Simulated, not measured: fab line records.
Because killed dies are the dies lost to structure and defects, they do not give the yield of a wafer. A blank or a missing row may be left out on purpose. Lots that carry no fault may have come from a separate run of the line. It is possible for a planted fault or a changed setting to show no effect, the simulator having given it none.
Matching of chambers ; flow sky130 ; SKY_LI_CONTACT_ETCH_15 on rieDiel-04: 4 sister chambers
The step etches PSG in C4F8/O2/Ar, stops on Si, target depth 600 nm. 4 wafers are shown with their chamber, then 10 later ones without.

## WAFERS, EACH WITH ITS CHAMBER
wafer;chamber;oesProductAu (a.u.)
L088.1;2;0.835
L088.3;0;0.838
L091.3;3;0.831
L091.5;1;0.839

## WAFERS WITHOUT THEIR CHAMBER
wafer;oesProductAu (a.u.)
L091.6;0.832
L093.2;0.833
L093.5;0.843
L093.6;0.826
L094.1;0.839
L094.4;0.833
L094.5;0.832
L096.1;0.837
L096.5;0.837
L096.6;0.839

## CHAMBER TAKEN BY EACH
wafer;from the rows above;in truth
L091.6;can't be placed: 3 or 2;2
L093.2;can't be placed: 2 or 3 or 0 or 1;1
L093.5;can't be placed: 1 or 0 or 2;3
L093.6;can't be placed: 3 or 2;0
L094.1;can't be placed: 1 or 0 or 2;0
L094.4;can't be placed: 2 or 3 or 0 or 1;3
L094.5;can't be placed: 3 or 2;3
L096.1;can't be placed: 0 or 1 or 2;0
L096.5;can't be placed: 0 or 1 or 2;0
L096.6;can't be placed: 1 or 0 or 2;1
0 of 10 placed correctly. Unplaceable from these rows: 10, with the true chamber sitting among the candidates in 8. Placed wrongly: 0.
How it was worked out, from the rows above alone: a wafer's distance from a chamber is the root of the sum, over the readings, of the square of ((its reading less the chamber's mean) divided by the reading's scatter). If the next closest chamber is less than 2 further off than the closest, the wafer can't be placed; otherwise it belongs to the closest. For every chamber, the mean is computed from those of its wafers that are shown. The scatter: with one shown wafer a chamber, the root of the mean of the squares of how far each hidden wafer lies from its nearest shown one.
